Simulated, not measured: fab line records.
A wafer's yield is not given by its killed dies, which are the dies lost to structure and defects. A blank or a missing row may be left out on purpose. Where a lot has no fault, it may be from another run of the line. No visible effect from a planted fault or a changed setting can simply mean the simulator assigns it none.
fab line records -- flow sky130
record lots=13, wafers=39, last_day=49
route steps=708 shown POLY_GATE@217 CAP2M@617 METAL4@629 VIA4@650 PAD_OPEN@708
lots with no fault: from the same line, run without faults
start_h: hours from the record's opening day to when the first of the lot's shown wafers began -- wait_h: hours from the lot's prior step to this one -- " repeats the value in the row above -- L1.1+2: several wafers, shown together as one row -- - no value present, or no start provided -- * or withheld: withheld -- < > ~ a bound
route shown NAME@n: names a module that has steps shown in the file, with the first one's number in the route -- usual: the fault-free wafers' mean and standard deviation -- same: alike in all rows -- chamber/n: place in a boat -- sites: per-site readings -- _std_site: standard deviation across them -- _edge_site: the outer-site mean with the inner-site mean subtracted -- radius_mm: for every site, how far away it sits from the centre of the wafer -- mask NAME#n: copy n -- behind: the most recent tool/chamber to have shaped the wafer -- hold: reason for holding the lot/hours on hold/outcome of the hold -- device: which transistor (n, p or np) failed to switch -- end of line: at the end of the route, the tests of the same wafers -- for a step that has no rows: nothing shown but its recipe -- killed: dies that structure and defects cost at the first sort, which is not the same as the wafer's yield -- map: per-die view of a wafer (x killed, . not killed, _ where there is no die)
set.NAME: the setting that was run; set.NAME@STEP: the one run at that earlier step -- model.NAME: the simulator's own value behind a step, which no gauge read
steps of the route over a sample of lots; a table a step, a row a wafer
services: the hour from which a tool's chamber was out of use, counted from the record's first day as start_h (under 0 if before that day), plus the number of hours and why
## steps
# step SKY_POLY_GATE_CVD_03
# recipe material=Si3N4, precursor=DCS/NH3, target_thk_nm=75, temp_c=770, time_s=1290, pressure_mtorr=250
# usual zone_power_bottom_pct=18.7/1.7, zone_power_lower_pct=12.12/0.17, zone_power_upper_pct=13.30/0.27
lot.wafer,tool,chamber,start_h,wait_h,zone_power_bottom_pct,zone_power_lower_pct,zone_power_upper_pct
L953.2,lpcvd-02,1,336.74,0.0,17.4,12.19,13.57
L953.3,lpcvd-02,1,336.74,0.0,17.2,11.94,13.68
L953.6,lpcvd-02,1,336.74,0.0,17.2,11.94,13.37
L954.1,lpcvd-02,1,345.74,0.0,17.4,11.75,13.68
L954.3,lpcvd-02,1,345.74,0.0,17.3,12.12,13.37
L954.4,lpcvd-02,1,345.74,0.0,17.2,12.03,13.51
L955.2,lpcvd-02,1,347.49,0.0,17.2,11.82,13.43
L955.3,lpcvd-02,1,347.49,0.0,17.5,11.95,13.79
L955.6,lpcvd-02,1,347.49,0.0,17.2,11.90,13.56
L956.3,lpcvd-02,0,362.80,0.0,20.8,12.27,13.01
L956.4,lpcvd-02,0,362.80,0.0,20.4,12.22,13.00
L956.6,lpcvd-02,0,362.80,0.0,20.8,12.15,13.05
L957.1,lpcvd-02,0,374.04,1.2,20.5,12.23,13.03
L957.4,lpcvd-02,0,374.04,1.2,21.4,12.26,12.93
L957.5,lpcvd-02,0,374.04,1.2,20.7,12.31,13.11
L958.1,lpcvd-02,1,386.63,1.5,17.3,11.92,13.48
L958.2,lpcvd-02,1,386.63,1.5,17.2,11.99,13.68
L958.4,lpcvd-02,1,386.63,1.5,17.2,12.03,13.42
L959.1,lpcvd-02,1,390.82,0.9,16.9,11.95,13.52
L959.4,lpcvd-02,1,390.82,0.9,17.2,12.07,13.34
L959.5,lpcvd-02,1,390.82,0.9,17.3,12.16,13.53
L961.2,lpcvd-02,1,424.68,3.4,17.1,12.03,13.27
L961.4,lpcvd-02,1,424.68,3.4,17.1,11.99,13.52
L961.6,lpcvd-02,1,424.68,3.4,17.1,12.05,13.60
L965.1,lpcvd-02,0,447.45,0.0,21.1,12.02,13.19
L965.2,lpcvd-02,0,447.45,0.0,20.9,12.05,13.12
L965.6,lpcvd-02,0,447.45,0.0,20.9,12.19,12.97
L966.1,lpcvd-02,0,451.92,0.2,20.7,12.35,13.04
L966.2,lpcvd-02,0,451.92,0.2,20.8,12.17,12.79
L966.6,lpcvd-02,0,451.92,0.2,20.7,12.18,12.98
L969.2,lpcvd-02,1,472.78,0.4,17.2,11.84,13.37
L969.3,lpcvd-02,1,472.78,0.4,17.4,12.01,13.51
L969.6,lpcvd-02,1,472.78,0.4,17.3,12.16,13.47
L970.1,lpcvd-02,1,486.29,0.2,17.2,12.05,13.42
L970.2,lpcvd-02,1,486.29,0.2,17.2,11.90,13.31
L970.4,lpcvd-02,1,486.29,0.2,17.2,11.88,13.53
L971.1,lpcvd-02,0,491.54,0.0,20.7,12.39,13.09
L971.3,lpcvd-02,0,491.54,0.0,21.0,12.25,13.03
L971.5,lpcvd-02,0,491.54,0.0,20.9,12.28,12.83
# step SKY_CAP2M_STRIP_14
# recipe chemistry=O2/N2, power_w=1400, pressure_mtorr=1500, platen_temp_c=withheld, o2_flow_sccm=3000, n2_flow_sccm=300, overash_fraction=0.5
# usual drypump_motor_current_A=5.6/0.51, o2_flow_sccm=3000/9.1, oes_product_au=0.709/0.0044, strip_time_to_endpoint_s=12.65/0.056
lot.wafer,tool,chamber,start_h,wait_h,drypump_motor_current_A,o2_flow_sccm,oes_product_au,rf_hours_counter_h,strip_time_to_endpoint_s
L953.2,plasma_asher-04,0,951.50,0.1,6.7,3002,0.709,17,12.52
L953.3,plasma_asher-04,1,951.50,0.1,4.7,2992,0.712,-,12.67
L953.6,plasma_asher-04,0,951.50,0.1,6.7,3010,0.719,-,12.65
L954.1,plasma_asher-03,1,954.97,0.1,5.4,3008,0.717,54,12.67
L954.3,plasma_asher-03,1,954.97,0.1,5.4,3017,0.707,-,12.65
L954.4,plasma_asher-03,0,954.97,0.1,5.8,2987,0.701,-,12.68
L955.2,plasma_asher-02,1,956.95,0.1,5.9,2992,0.714,114,12.65
L955.3,plasma_asher-02,0,956.95,0.1,5.1,3003,0.698,-,12.66
L955.6,plasma_asher-02,1,956.95,0.1,5.9,3000,0.709,-,12.65
L956.3,plasma_asher-02,1,974.58,0.1,5.9,2987,0.709,-,12.68
L956.4,plasma_asher-02,0,974.58,0.1,5.1,2991,0.714,-,12.62
L956.6,plasma_asher-02,0,974.58,0.1,5.1,2990,0.714,-,12.68
L957.1,plasma_asher-03,0,976.93,0.1,5.8,3000,0.702,56,12.67
L957.4,plasma_asher-03,0,976.93,0.1,5.8,2990,0.710,-,12.68
L957.5,plasma_asher-03,1,976.93,0.1,5.5,2989,0.703,-,12.67
L958.1,plasma_asher-02,0,995.90,0.1,5.1,2992,0.708,117,12.69
L958.2,plasma_asher-02,1,995.90,0.1,5.9,2996,0.714,117,12.57
L958.4,plasma_asher-02,0,995.90,0.1,5.1,2991,0.709,-,12.71
L959.1,plasma_asher-02,0,997.80,0.1,5.1,2991,0.707,118,12.72
L959.4,plasma_asher-02,1,997.80,0.1,5.9,3008,0.713,-,12.65
L959.5,plasma_asher-02,0,997.80,0.1,5.1,2998,0.714,-,12.61
L961.2,plasma_asher-02,0,1024.45,0.1,5.1,2997,0.705,120,12.60
L961.4,plasma_asher-02,0,1024.45,0.1,5.1,3013,0.708,-,12.61
L961.6,plasma_asher-02,0,1024.45,0.1,5.1,3004,0.715,-,12.62
L965.1,plasma_asher-03,1,1037.55,0.1,5.5,2997,0.709,62,12.58
L965.2,plasma_asher-03,0,1037.55,0.1,5.8,2997,0.718,62,12.70
L965.6,plasma_asher-03,0,1037.55,0.1,5.8,2989,0.707,-,12.69
L966.1,plasma_asher-02,1,1039.75,0.1,5.9,2994,0.705,122,12.65
L966.2,plasma_asher-02,0,1039.75,0.1,5.2,3001,0.710,122,12.59
L966.6,plasma_asher-02,1,1039.75,0.1,5.9,3005,0.714,-,12.67
L969.2,plasma_asher-02,1,1053.40,0.1,5.9,2993,0.705,123,12.67
L969.3,plasma_asher-02,0,1053.40,0.1,5.1,3008,0.708,-,12.67
L969.6,plasma_asher-02,0,1053.40,0.1,5.1,2995,0.713,-,12.67
L970.1,plasma_asher-03,0,1066.05,0.1,5.8,3003,0.717,65,12.52
L970.2,plasma_asher-03,1,1066.05,0.1,5.4,3006,0.712,65,12.63
L970.4,plasma_asher-03,0,1066.05,0.1,5.8,3011,0.701,-,12.68
L971.1,plasma_asher-04,1,1066.95,0.1,4.7,2987,0.704,29,12.66
L971.3,plasma_asher-04,1,1066.95,0.1,4.7,2993,0.712,-,12.60
L971.5,plasma_asher-04,1,1066.95,0.1,4.7,2999,0.710,-,12.60
# step SKY_METAL4_CD_MEAS_13
# recipe target_cd_nm=300
# usual cd_nm=299.9/1.5
lot.wafer,tool,chamber,start_h,wait_h,cd_nm
L953.2,cd_sem-02,-,975.76,-,300.2
L953.3,cd_sem-02,-,975.76,-,299.5
L953.6,cd_sem-02,-,975.76,-,301.0
L954.1,cd_sem-01,-,979.89,-,300.4
L954.3,cd_sem-01,-,979.89,-,300.6
L954.4,cd_sem-01,-,979.89,-,299.3
L955.2,cd_sem-02,-,981.56,-,296.7
L955.3,cd_sem-02,-,981.56,-,297.2
L955.6,cd_sem-02,-,981.56,-,295.0
L956.3,cd_sem-01,-,998.38,-,299.2
L956.4,cd_sem-01,-,998.38,-,299.4
L956.6,cd_sem-01,-,998.38,-,299.3
L957.1,cd_sem-01,-,1000.09,-,302.6
L957.4,cd_sem-01,-,1000.09,-,301.5
L957.5,cd_sem-01,-,1000.09,-,303.1
L958.1,cd_sem-02,-,1019.04,-,299.1
L958.2,cd_sem-02,-,1019.04,-,299.8
L958.4,cd_sem-02,-,1019.04,-,297.5
L959.1,cd_sem-02,-,1020.99,-,298.7
L959.4,cd_sem-02,-,1020.99,-,300.6
L959.5,cd_sem-02,-,1020.99,-,300.4
L961.2,cd_sem-01,-,1047.26,-,301.1
L961.4,cd_sem-01,-,1047.26,-,300.1
L961.6,cd_sem-01,-,1047.26,-,300.8
L965.1,cd_sem-01,-,1060.04,-,301.3
L965.2,cd_sem-01,-,1060.04,-,301.3
L965.6,cd_sem-01,-,1060.04,-,301.5
L966.1,cd_sem-01,-,1062.73,-,300.9
L966.2,cd_sem-01,-,1062.73,-,299.7
L966.6,cd_sem-01,-,1062.73,-,299.1
L969.2,cd_sem-02,-,1075.40,-,299.6
L969.3,cd_sem-02,-,1075.40,-,299.7
L969.6,cd_sem-02,-,1075.40,-,298.6
L970.1,cd_sem-02,-,1087.24,-,301.9
L970.2,cd_sem-02,-,1087.24,-,302.8
L970.4,cd_sem-02,-,1087.24,-,300.2
L971.1,cd_sem-02,-,1088.23,-,300.1
L971.3,cd_sem-02,-,1088.23,-,300.4
L971.5,cd_sem-02,-,1088.23,-,301.9
# step SKY_VIA4_OVL_MEAS_11
# usual VIA4_OVL=0.6/1.2
lot.wafer,tool,chamber,start_h,wait_h,VIA4_OVL[nm]
L953.2,overlay-01,-,999.94,0.1,1.8
L953.3,overlay-01,-,999.94,0.1,-0.5
L953.6,overlay-01,-,999.94,0.1,2.7
L954.1,overlay-02,-,1004.38,0.1,0.5
L954.3,overlay-02,-,1004.38,0.1,0.2
L954.4,overlay-02,-,1004.38,0.1,0.9
L955.2,overlay-02,-,1006.44,0.1,0.5
L955.3,overlay-02,-,1006.44,0.1,0.7
L955.6,overlay-02,-,1006.44,0.1,0.0
L956.3,overlay-02,-,1023.09,0.1,-1.0
L956.4,overlay-02,-,1023.09,0.1,0.2
L956.6,overlay-02,-,1023.09,0.1,-1.0
L957.1,overlay-01,-,1024.03,0.1,-1.2
L957.4,overlay-01,-,1024.03,0.1,0.0
L957.5,overlay-01,-,1024.03,0.1,1.3
L958.1,overlay-01,-,1042.69,0.1,1.8
L958.2,overlay-01,-,1042.69,0.1,2.0
L958.4,overlay-01,-,1042.69,0.1,-0.1
L959.1,overlay-02,-,1044.89,0.1,-0.3
L959.4,overlay-02,-,1044.89,0.1,-0.6
L959.5,overlay-02,-,1044.89,0.1,0.0
L961.2,overlay-02,-,1070.09,0.1,1.3
L961.4,overlay-02,-,1070.09,0.1,0.2
L961.6,overlay-02,-,1070.09,0.1,2.5
L965.1,overlay-02,-,1082.29,0.1,2.6
L965.2,overlay-02,-,1082.29,0.1,2.8
L965.6,overlay-02,-,1082.29,0.1,2.6
L966.1,overlay-02,-,1085.18,0.1,0.3
L966.2,overlay-02,-,1085.18,0.1,-1.0
L966.6,overlay-02,-,1085.18,0.1,0.2
L969.2,overlay-02,-,1097.30,0.1,0.6
L969.3,overlay-02,-,1097.30,0.1,0.8
L969.6,overlay-02,-,1097.30,0.1,-0.1
L970.1,overlay-01,-,1108.63,0.1,0.3
L970.2,overlay-01,-,1108.63,0.1,1.3
L970.4,overlay-01,-,1108.63,0.1,-0.3
L971.1,overlay-01,-,1109.23,0.1,0.4
L971.3,overlay-01,-,1109.23,0.1,0.7
L971.5,overlay-01,-,1109.23,0.1,-1.9
# step SKY_PAD_OPEN_PROBE_99
# usual killed_at_M0_to_M3=44/6.6, killed_at_M4_up=2.9/1.8, killed_at_contacts=24/4.8, killed_at_front_end=15/4.5, killed_at_other=0.3/0.64, killed_dies=86/8.7, killed_open=47/6.5, killed_short=39/5.8
# same gross_dies=492, killed_at_back_side=0
lot.wafer,tool,chamber,start_h,wait_h,killed_at_M0_to_M3,killed_at_M4_up,killed_at_contacts,killed_at_front_end,killed_at_other,killed_dies,killed_open,killed_short
L966.1,prober-02,-,1149.08,0.1,49,2,32,13,0,96,50,46
L966.2,prober-02,-,1149.13,0.1,37,2,27,15,0,81,49,31
L966.6,prober-02,-,1149.33,0.2,28,8,23,7,0,66,36,30
L969.2,prober-01,-,1159.95,0.1,27,4,25,50,0,106,43,34
L969.3,prober-01,-,1160.00,0.2,40,0,28,33,0,101,43,31
L969.6,prober-01,-,1160.15,0.2,41,1,14,38,0,94,35,33
L970.1,prober-02,-,1168.54,0.1,54,6,23,35,0,118,56,39
L970.2,prober-02,-,1168.59,0.1,35,5,23,38,0,101,37,37
L970.4,prober-02,-,1168.69,0.2,39,4,22,41,0,106,37,41
# killed by level:class
L966.1 VIA1:geometric_particle:open=14 LI_CONTACT:geometric_particle:open=11 CONTACT:geometric_particle:open=8 METAL2:geometric_particle:short=8 CONTACT:geometric_particle:short=7 VIA1:geometric_particle:short=6 VIA3:geometric_particle:open=6 FIELD_ISO:geometric_particle:short=4
L966.2 VIA1:geometric_particle:open=15 CONTACT:geometric_particle:open=9 FIELD_ISO:geometric_particle:short=6 LI_CONTACT:geometric_particle:open=6 CONTACT:geometric_particle:short=5 VIA1:geometric_particle:short=5 VIA2:geometric_particle:open=4 FIELD_ISO:geometric_particle:open=3
L966.6 VIA1:geometric_particle:open=8 CONTACT:geometric_particle:open=8 METAL4:geometric_particle:short=6 LI_CONTACT:geometric_particle:open=5 CONTACT:geometric_particle:short=4 METAL3:geometric_particle:short=4 POLY_CUT:geometric_particle:open=3 LI_CONTACT:geometric_particle:short=3
L969.2 POLY_GATE:unspecified=29 CONTACT:geometric_particle:open=12 METAL1:geometric_particle:short=8 FIELD_ISO:geometric_particle:open=6 VIA1:geometric_particle:open=6 VIA2:geometric_particle:open=6 FIELD_ISO:geometric_particle:short=4 LOCAL_INTERCONNECT:geometric_particle:short=4
L969.3 POLY_GATE:unspecified=27 LI_CONTACT:geometric_particle:open=8 CONTACT:geometric_particle:open=8 METAL1:geometric_particle:short=8 VIA1:geometric_particle:open=8 VIA3:geometric_particle:open=6 LI_CONTACT:geometric_particle:short=4 LOCAL_INTERCONNECT:geometric_particle:open=4
L969.6 POLY_GATE:unspecified=26 VIA1:geometric_particle:open=12 CONTACT:geometric_particle:open=8 METAL1:geometric_particle:short=7 METAL2:geometric_particle:short=7 VIA2:geometric_particle:open=6 FIELD_ISO:geometric_particle:open=5 POLY_GATE:geometric_particle:short=3
L970.1 POLY_GATE:unspecified=22 VIA1:geometric_particle:open=14 VIA3:geometric_particle:open=11 CONTACT:geometric_particle:open=10 LI_CONTACT:geometric_particle:open=8 VIA1:geometric_particle:short=6 VIA2:geometric_particle:open=5 VIA3:geometric_particle:short=5
L970.2 POLY_GATE:unspecified=26 VIA1:geometric_particle:open=7 VIA3:geometric_particle:open=7 CONTACT:geometric_particle:short=6 LI_CONTACT:geometric_particle:open=6 CONTACT:geometric_particle:open=6 METAL2:geometric_particle:short=5 FIELD_ISO:geometric_particle:open=4
L970.4 POLY_GATE:unspecified=26 VIA1:geometric_particle:open=8 FIELD_ISO:geometric_particle:short=7 VIA2:geometric_particle:open=6 LI_CONTACT:geometric_particle:open=6 VIA3:geometric_particle:open=6 VIA1:geometric_particle:short=5 CONTACT:geometric_particle:open=5
## services
tool,chamber,start_h,hours,kind
plasma_asher-03,-,331.46,2.5,repair
plasma_asher-03,-,366.31,5.7,repair
plasma_asher-03,-,421.25,9.0,pm
plasma_asher-04,-,434.39,3.2,repair
plasma_asher-02,-,439.91,0.7,repair
plasma_asher-02,-,494.49,1.0,repair
plasma_asher-03,-,511.79,0.8,repair
lpcvd-02,-,512.14,0.5,repair
lpcvd-02,-,527.40,6.1,pm
plasma_asher-03,-,536.27,0.7,repair
plasma_asher-03,-,545.70,4.1,repair
plasma_asher-03,-,553.89,0.9,repair
plasma_asher-02,-,605.98,1.0,repair
plasma_asher-04,-,733.75,9.0,pm
plasma_asher-04,-,744.85,21.2,pm
plasma_asher-04,-,828.36,8.5,repair
plasma_asher-04,-,861.87,2.8,pm
plasma_asher-02,-,862.45,2.8,pm
lpcvd-02,-,956.09,2.8,pm
plasma_asher-03,-,963.15,1.2,repair
lpcvd-02,-,1039.98,6.0,pm
plasma_asher-02,-,1055.25,9.0,pm
plasma_asher-02,0,1055.25,9.0,vent_cycle
plasma_asher-02,1,1055.25,9.0,vent_cycle
## key
first_sign step=SKY_PAD_OPEN_PROBE_99, reading=killed_at_front_end, direction=up, sigmas=5.4, usual=15, struck=39
effect step=SKY_PAD_OPEN_PROBE_99, reading=killed_dies, direction=up, sigmas=2.1, usual=86, struck=104
met_at SKY_POLY_GATE_CVD_03
struck_lots L969,L970
struck_wafers L969.2,L969.3,L969.6,L970.1,L970.2,L970.4
tester_left_out L969,L970
not_acting_at SKY_CAP2M_STRIP_14,SKY_METAL4_CD_MEAS_13,SKY_VIA4_OVL_MEAS_11
onset_between 424.68 472.78
fault kind=chamber_particle_source, tool=lpcvd-02, chamber=1, onset_h=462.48, steps=SKY_POLY_GATE_CVD_03, rate_per_visit_cm2=0.54813, end_h=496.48
# tester_left_out: of these lots the tester's yield and bins aren't shown, on N5 and GAA mostly nor the transistor test; their killed dies are dies lost to structure and defects alone, not to doping, threshold or leakage, so they don't give the yield
